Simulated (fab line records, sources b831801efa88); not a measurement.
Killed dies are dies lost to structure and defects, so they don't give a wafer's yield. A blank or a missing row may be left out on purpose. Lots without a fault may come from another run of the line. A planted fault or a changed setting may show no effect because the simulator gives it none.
One fault seen from 2 desks | flow gf180mcu | each desk has only its own numbers; what lay behind them comes last

THE TOOL OWNER'S DESK: hdpcvd-02
The tool's own readings at GF_V1_CVD_00 (deposits SiO2, target thk 600 nm, time 100 s): means of the sampled wafers that have a number, for each lot that ran on this tool. A lot is out of limits, marked OUT, if its mean lies more than 4 standard deviations from the usual mean; the brackets give that distance.
Columns: A = sih4_flow_sccm at GF_V1_CVD_00, usual 59.99 sccm
lot  | first seen here | A
L504 | day 17 12:30    | 60.09
L505 | day 18 12:57    | 60.02
L507 | day 18 15:55    | 59.96
L509 | day 19 11:20    | 59.94
L513 | day 20 18:22    | 60.23
L514 | day 21 09:22    | 60.01
L524 | day 24 18:32    | 59.99
L526 | day 25 07:08    | 60.14
This desk's finding: nothing out of limits on any of the 8 lots.

THE METROLOGY DESK
What the gauges read, lot by lot, whatever tool the lot ran on: means of the sampled wafers that have a number. A lot is out of limits, marked OUT, if its mean lies more than 4 standard deviations from the usual mean; the brackets give that distance.
Columns: A = V5_CVD_00_THK at GF_V5_THK_MEAS_01, usual 299 nm; B = V5_W_THK at GF_V5_THK_MEAS_25, usual 344 nm
lot  | first seen here | A   | B
L503 | day 26 15:24    | 301 | 348
L504 | day 26 16:39    | 303 | 347
L505 | day 27 14:32    | 297 | 339
L507 | day 27 15:53    | 298 | 343
L509 | day 28 08:16    | 300 | 338
L512 | day 29 04:48    | 293 | 346
L513 | day 29 09:18    | 304 | 346
L514 | day 29 20:28    | 294 | 345
L517 | day 30 15:25    | 301 | 343
L518 | day 30 17:45    | 300 | 343
L520 | day 31 07:11    | 295 | 343
L524 | day 32 12:05    | 299 | 340
L525 | day 32 15:58    | 304 | 342
L526 | day 32 20:29    | 301 | 343
This desk's finding: nothing out of limits on any of the 14 lots.

PUT TOGETHER
The tool owner's desk saw nothing out of limits.
The metrology desk saw nothing out of limits.

WHAT THE SIMULATOR HAD PUT IN
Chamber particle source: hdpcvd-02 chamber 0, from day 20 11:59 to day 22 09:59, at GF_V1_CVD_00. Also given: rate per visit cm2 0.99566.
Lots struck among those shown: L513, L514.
